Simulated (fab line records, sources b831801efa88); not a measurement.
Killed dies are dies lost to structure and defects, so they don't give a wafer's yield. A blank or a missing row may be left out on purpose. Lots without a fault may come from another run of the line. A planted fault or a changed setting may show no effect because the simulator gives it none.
One fault seen from 2 desks | flow gf180mcu | each desk has only its own numbers; what lay behind them comes last

THE METROLOGY DESK
What the gauges read, lot by lot, whatever tool the lot ran on: means of the sampled wafers that have a number. A lot is out of limits, marked OUT, if its mean lies more than 4 standard deviations from the usual mean; the brackets give that distance.
Columns: A = MVSD_TW at GF_MVSD_TW_MEAS_11, usual 1608
lot  | first seen here | A
L499 | day 4 12:29     | 1609
L503 | day 5 16:34     | 1612
L505 | day 5 21:36     | 1588
L506 | day 6 04:38     | 1615
L508 | day 6 17:14     | 1622
L509 | day 7 01:17     | 1598
L510 | day 7 05:43     | 1624
L517 | day 8 21:01     | 1610
L518 | day 9 03:50     | 1616
L519 | day 9 08:23     | 1607
L520 | day 9 15:12     | 1622
L521 | day 9 22:17     | 1611
This desk's finding: nothing out of limits on any of the 12 lots.

THE TOOL OWNER'S DESK: rie_diel-04
The tool's own readings at GF_HV_LDD_ETCHBACK_58 (etches Si3N4 in CH3F/O2, stops on SiO2, time 100 s, target depth 90 nm): means of the sampled wafers that have a number, for each lot that ran on this tool. A lot is out of limits, marked OUT, if its mean lies more than 4 standard deviations from the usual mean; the brackets give that distance.
Columns: A = chamber_pressure_mTorr at GF_HV_LDD_ETCHBACK_58, usual 25.001 mTorr; B = drypump_motor_current_A at GF_HV_LDD_ETCHBACK_58, usual 5.7 A; C = oes_product_au at GF_HV_LDD_ETCHBACK_58, usual 0.840 a.u.; D = run_length_s at GF_HV_LDD_ETCHBACK_58, usual 128.2 s; E = throttle_valve_pct at GF_HV_LDD_ETCHBACK_58, usual 10.561 %
lot  | first seen here | A      | B   | C                | D                | E
L503 | day 14 14:44    | 24.994 | 6.0 | 0.840            | 128.4            | 10.555
L505 | day 14 18:46    | 24.999 | 6.1 | 0.837            | 128.5            | 10.569
L506 | day 15 06:07    | 25.008 | 5.9 | 0.843            | 128.5            | 10.563
L508 | day 15 22:55    | 25.001 | 5.9 | 0.913 (+11) OUT  | 120.0 (-15) OUT  | 10.568
L509 | day 16 11:11    | 24.998 | 6.0 | 0.893 (+8.2) OUT | 122.7 (-9.8) OUT | 10.569
L510 | day 16 16:25    | 25.012 | 5.9 | 0.874 (+5.2) OUT | 124.2 (-7.1) OUT | 10.568
L519 | day 19 12:12    | 25.003 | 5.9 | 0.841            | 127.7            | 10.570
This desk's finding: out of limits on L508, L509, L510; first on L508, day 15 22:55 (oes_product_au at GF_HV_LDD_ETCHBACK_58). In limits: L503, L505, L506, L519.

PUT TOGETHER
The tool owner's desk could have raised an alarm at day 15 22:55, on L508, L509, L510.
The metrology desk saw nothing out of limits.
The metrology desk has L508, L509, L510 on record, within its limits.
Of the lots named, all ran GF_HV_LDD_ETCHBACK_58 on rie_diel-04.

WHAT THE SIMULATOR HAD PUT IN
Process parameter drift: rie_diel-04, from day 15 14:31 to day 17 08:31, at GF_HV_LDD_ETCHBACK_58. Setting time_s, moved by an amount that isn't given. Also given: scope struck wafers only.
Lots struck among those shown: L508, L509, L510.
Hours from the fault's start to each desk's first reading out of limits: the tool owner's desk, 8.
